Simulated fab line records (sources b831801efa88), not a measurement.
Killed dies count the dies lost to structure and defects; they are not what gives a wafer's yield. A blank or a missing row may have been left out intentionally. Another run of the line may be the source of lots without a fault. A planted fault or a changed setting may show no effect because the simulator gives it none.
One fault through the eyes of 2 desks || flow gf180mcu || what lay behind the numbers comes last; until then each desk has only its own

## AT THE METROLOGY DESK
What the gauges read for every lot (on any tool): the sampled wafers with a number, averaged. Marked OUT: a lot whose mean sits more than 4 standard deviations from the usual mean, which makes it out of limits; the brackets give that distance.
Columns: A = V5_BOW at GF_V5_BOW_MEAS_05, usual 130 um
{"lot": "L475", "first seen here": "day 26 09:57", "A": 120}
{"lot": "L476", "first seen here": "day 26 18:01", "A": 117}
{"lot": "L478", "first seen here": "day 27 03:40", "A": 130}
{"lot": "L477", "first seen here": "day 27 04:24", "A": 133}
{"lot": "L480", "first seen here": "day 27 21:05", "A": 130}
{"lot": "L481", "first seen here": "day 28 04:19", "A": 124}
{"lot": "L483", "first seen here": "day 28 19:47", "A": 128}
{"lot": "L484", "first seen here": "day 29 06:29", "A": 144}
{"lot": "L487", "first seen here": "day 30 01:17", "A": 134}
{"lot": "L491", "first seen here": "day 30 21:28", "A": 125}
{"lot": "L492", "first seen here": "day 31 10:01", "A": 124}
{"lot": "L496", "first seen here": "day 32 20:10", "A": 126}
{"lot": "L498", "first seen here": "day 33 02:34", "A": 130}
This desk's finding: nothing out of limits on any of the 13 lots.

## DESK OF THE TOOL OWNER: plasma_asher-02
The tool's own readings at GF_DUAL_GATE_STRIP_13 (strips in O2/N2): means of the sampled wafers that have a number, for each lot that ran on this tool. Marked OUT: a lot whose mean sits more than 4 standard deviations from the usual mean, which makes it out of limits; the brackets give that distance.
Columns: A = drypump_motor_current_A at GF_DUAL_GATE_STRIP_13, usual 5.7 A; B = heater_power_w at GF_DUAL_GATE_STRIP_13, usual 356 W; C = oes_product_au at GF_DUAL_GATE_STRIP_13, usual 0.716 a.u.; D = strip_time_to_endpoint_s at GF_DUAL_GATE_STRIP_13, usual 12.55 s
{"lot": "L475", "first seen here": "day 8 05:17", "A": 5.6, "B": 432, "C": 0.716, "D": 12.52}
{"lot": "L478", "first seen here": "day 8 23:03", "A": 5.3, "B": 392, "C": 0.717, "D": 12.59}
{"lot": "L491", "first seen here": "day 12 16:47", "A": 6.0, "B": 481, "C": 0.715, "D": 12.52}
{"lot": "L492", "first seen here": "day 13 03:53", "A": 5.6, "B": 431, "C": 0.716, "D": 12.50}
This desk's finding: nothing out of limits on any of the 4 lots.

## TAKEN TOGETHER
At the metrology desk, nothing out of limits was observed.
Nothing out of limits was seen by the tool owner's desk.

## WHAT THE SIMULATOR PUT IN
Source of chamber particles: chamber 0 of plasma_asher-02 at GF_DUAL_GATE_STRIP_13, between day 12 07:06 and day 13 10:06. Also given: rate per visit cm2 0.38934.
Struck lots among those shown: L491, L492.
